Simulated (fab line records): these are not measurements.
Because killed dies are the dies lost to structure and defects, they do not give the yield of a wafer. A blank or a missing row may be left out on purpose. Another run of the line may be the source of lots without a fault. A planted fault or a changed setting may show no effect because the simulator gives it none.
Which tool was responsible? -- flow gf180mcu -- Sampling: 15 lots, 45 wafers, 5 of 602 route steps

WHAT THE GAUGES SHOWED, per wafer
GF_V3_CD_MEAS_14: the cd target is 260 nm. Usual: cd_nm reads 259.9 nm (standard deviation 1.2).
lot,measured,on,cd_nm (nm),flag
L925,day 22 07:04,cd_sem-01,261.0 260.0 259.8,
L927,day 23 00:17,cd_sem-01,259.4 258.7 258.5,
L929,day 23 21:01,cd_sem-02,262.7 262.1 261.8,
L931,day 24 18:16,cd_sem-01,260.4 258.1 259.7,
L933,day 25 10:30,cd_sem-01,260.3 260.0 260.3,
L934,day 25 16:28,cd_sem-01,260.5 259.6 260.0,
L935,day 25 21:49,cd_sem-01,260.6 259.5 259.4,
L936,day 26 07:09,cd_sem-02,283.5 283.0 284.1,OFF
L937,day 26 19:50,cd_sem-02,284.4 284.8 283.4,OFF
L938,day 26 21:29,cd_sem-01,280.5 282.4 281.3,OFF
L943,day 28 04:26,cd_sem-01,258.9 258.6 259.4,
L944,day 28 15:39,cd_sem-01,260.0 258.8 259.3,
L945,day 29 02:20,cd_sem-02,260.4 260.3 259.7,
L946,day 29 03:37,cd_sem-02,260.9 258.8 259.7,
L947,day 29 12:26,cd_sem-01,259.3 258.4 258.8,

TOOL THAT RAN EACH LOT (tool first, then ch and the chambers of the sampled wafers, then the start)
lot,GF_M3_SPUTTER_01,GF_M3_SPUTTER_03,GF_V3_CMP_04,GF_V3_SOFTBAKE_10
L925,"pvd_sputter-02, day 20 06:49","pvd_sputter-02, day 20 06:52","cmp-01 ch 1,2, day 21 07:32","litho_track-01 ch 0, day 21 19:00"
L927,"pvd_sputter-01, day 21 00:10","pvd_sputter-01, day 21 00:13","cmp-02 ch 0,1,2, day 22 01:24","litho_track-02 ch 0, day 22 13:00"
L929,"pvd_sputter-04, day 21 21:16","pvd_sputter-04, day 21 21:19","cmp-02 ch 0,1,2, day 22 22:19","litho_track-02 ch 0, day 23 09:00"
L931,"pvd_sputter-02, day 22 18:36","pvd_sputter-02, day 22 18:40","cmp-01 ch 0,1,2, day 23 19:11","litho_track-02 ch 0, day 24 06:00"
L933,"pvd_sputter-02, day 23 12:45","pvd_sputter-02, day 23 12:49","cmp-02 ch 0,1, day 24 12:35","litho_track-02 ch 0, day 24 23:00"
L934,"pvd_sputter-04, day 23 19:28","pvd_sputter-04, day 23 19:31","cmp-01 ch 0,1,2, day 24 18:37","litho_track-04 ch 0, day 25 05:00"
L935,"pvd_sputter-04, day 24 00:58","pvd_sputter-04, day 24 01:02","cmp-01 ch 0,2, day 25 00:23","litho_track-01 ch 0, day 25 11:00"
L936,"pvd_sputter-02, day 24 11:05","pvd_sputter-02, day 24 11:09","cmp-01 ch 0,1,2, day 25 09:46","litho_track-02 ch 0, day 25 20:00"
L937,"pvd_sputter-01, day 24 20:55","pvd_sputter-01, day 24 20:59","cmp-01 ch 2,3, day 25 23:34","litho_track-02 ch 0, day 26 09:00"
L938,"pvd_sputter-02, day 24 23:57","pvd_sputter-02, day 25 00:01","cmp-02 ch 0,2, day 26 00:31","litho_track-02 ch 0, day 26 11:00"
L943,"pvd_sputter-04, day 26 10:45","pvd_sputter-04, day 26 10:49","cmp-02 ch 1,2, day 27 08:10","litho_track-04 ch 0, day 27 19:00"
L944,"pvd_sputter-01, day 26 22:46","pvd_sputter-01, day 26 22:49","cmp-01 ch 0,1,2, day 27 19:35","litho_track-04 ch 0, day 28 05:00"
L945,"pvd_sputter-04, day 27 09:42","pvd_sputter-04, day 27 09:46","cmp-02 ch 0,2, day 28 06:47","litho_track-02 ch 0, day 28 16:00"
L946,"pvd_sputter-02, day 27 10:57","pvd_sputter-02, day 27 11:01","cmp-01 ch 0,3, day 28 07:54","litho_track-02 ch 0, day 28 17:00"
L947,"pvd_sputter-01, day 27 20:24","pvd_sputter-01, day 27 20:28","cmp-01 ch 1,2,3, day 28 17:14","litho_track-02 ch 0, day 29 02:00"
- GF_M3_SPUTTER_01: material TiN, target thk 30 nm, time 25 s.
- GF_M3_SPUTTER_03: material Ti, target thk 10 nm, time 6.7 s.
- GF_V3_CMP_04: polishes SiO2.
- GF_V3_SOFTBAKE_10: time 60 s.

AS READ BY THE TOOLS THEMSELVES (means over the sampled wafers that have a number; for cases with no such wafer, the mark the record gives instead)
GF_M3_SPUTTER_01. Usual: throttle_valve_pct reads 30.3 % (standard deviation 0.87).
lot,tool,throttle_valve_pct (%),flag
L925,pvd_sputter-02,30.4,
L927,pvd_sputter-01,30.7,
L929,pvd_sputter-04,30.0,
L931,pvd_sputter-02,30.2,
L933,pvd_sputter-02,30.7,
L934,pvd_sputter-04,30.2,
L935,pvd_sputter-04,29.8,
L936,pvd_sputter-02,30.1,
L937,pvd_sputter-01,30.7,
L938,pvd_sputter-02,31.3,
L943,pvd_sputter-04,30.1,
L944,pvd_sputter-01,30.5,
L945,pvd_sputter-04,30.6,
L946,pvd_sputter-02,29.6,
L947,pvd_sputter-01,30.8,

GF_M3_SPUTTER_03. Usual: throttle_valve_pct reads 30.4 % (standard deviation 0.83).
lot,tool,throttle_valve_pct (%),flag
L925,pvd_sputter-02,30.6,
L927,pvd_sputter-01,30.7,
L929,pvd_sputter-04,30.1,
L931,pvd_sputter-02,30.4,
L933,pvd_sputter-02,30.7,
L934,pvd_sputter-04,30.3,
L935,pvd_sputter-04,29.8,
L936,pvd_sputter-02,30.0,
L937,pvd_sputter-01,30.7,
L938,pvd_sputter-02,31.2,
L943,pvd_sputter-04,30.2,
L944,pvd_sputter-01,30.7,
L945,pvd_sputter-04,30.6,
L946,pvd_sputter-02,29.5,
L947,pvd_sputter-01,31.0,

GF_V3_CMP_04. Usual: motor_current_A 12.0 A, standard deviation 1.2; platen_rpm 60.00 rpm, standard deviation 0.043; time_to_endpoint_s 77 s, standard deviation 5.7.
lot,tool,motor_current_A (A),platen_rpm (rpm),time_to_endpoint_s (s),flag
L925,cmp-01,12.6,60.00,81,
L927,cmp-02,12.5,59.98,73,
L929,cmp-02,12.7,60.00,70,
L931,cmp-01,12.0,60.03,80,
L933,cmp-02,12.1,60.00,75,
L934,cmp-01,12.0,60.01,89,
L935,cmp-01,13.1,59.99,80,
L936,cmp-01,11.9,59.98,80,
L937,cmp-01,12.4,60.05,73,
L938,cmp-02,12.7,60.00,85,
L943,cmp-02,12.4,60.05,74,
L944,cmp-01,12.0,60.06,79,
L945,cmp-02,13.0,59.97,73,
L946,cmp-01,11.8,60.00,76,
L947,cmp-01,12.2,59.97,72,

GF_V3_SOFTBAKE_10. Usual: heater_power_total_W 93.05 W, standard deviation 0.057; plate_temp_C 130.00 C, standard deviation 0.14.
lot,tool,heater_power_total_W (W),plate_temp_C (C),flag
L925,litho_track-01,93.04,130.16,
L927,litho_track-02,93.05,130.03,
L929,litho_track-02,93.08,129.99,
L931,litho_track-02,93.06,129.89,
L933,litho_track-02,93.07,129.99,
L934,litho_track-04,93.03,129.97,
L935,litho_track-01,93.07,129.90,
L936,litho_track-02,99.68,136.92,OFF
L937,litho_track-02,99.58,137.02,OFF
L938,litho_track-02,99.61,137.06,OFF
L943,litho_track-04,93.05,130.02,
L944,litho_track-04,93.00,130.17,
L945,litho_track-02,93.10,130.04,
L946,litho_track-02,93.01,129.83,
L947,litho_track-02,93.00,130.04,

THE ANSWER, worked out from the rows above alone
Rule: lot off if the mean of its wafers having a number is beyond 3 standard deviations from the usual mean. A lot without any number at a reading at which 4 lots or more have one is off too. Any other lot the step has rows for is counted as sound. First the gauges in route order, then the tools' own readings, where a lot's mean is used as printed above. The first step at which some lot is off is used, and at that step the reading that is off furthest; a lot without a number counts as furthest.
Off: L936, L937, L938, at GF_V3_CD_MEAS_14 (cd_nm).
A tool fits if, at a process step before that reading, it ran every lot that is off, and no sound lot after the first of them. The gauges at GF_V3_CD_MEAS_14 aren't tried: what is off there is off at GF_V3_SOFTBAKE_10 too, on other tools, and a gauge's error can't cause that. No candidate that was tried fits.

WHAT THE SIMULATOR HAD INSERTED
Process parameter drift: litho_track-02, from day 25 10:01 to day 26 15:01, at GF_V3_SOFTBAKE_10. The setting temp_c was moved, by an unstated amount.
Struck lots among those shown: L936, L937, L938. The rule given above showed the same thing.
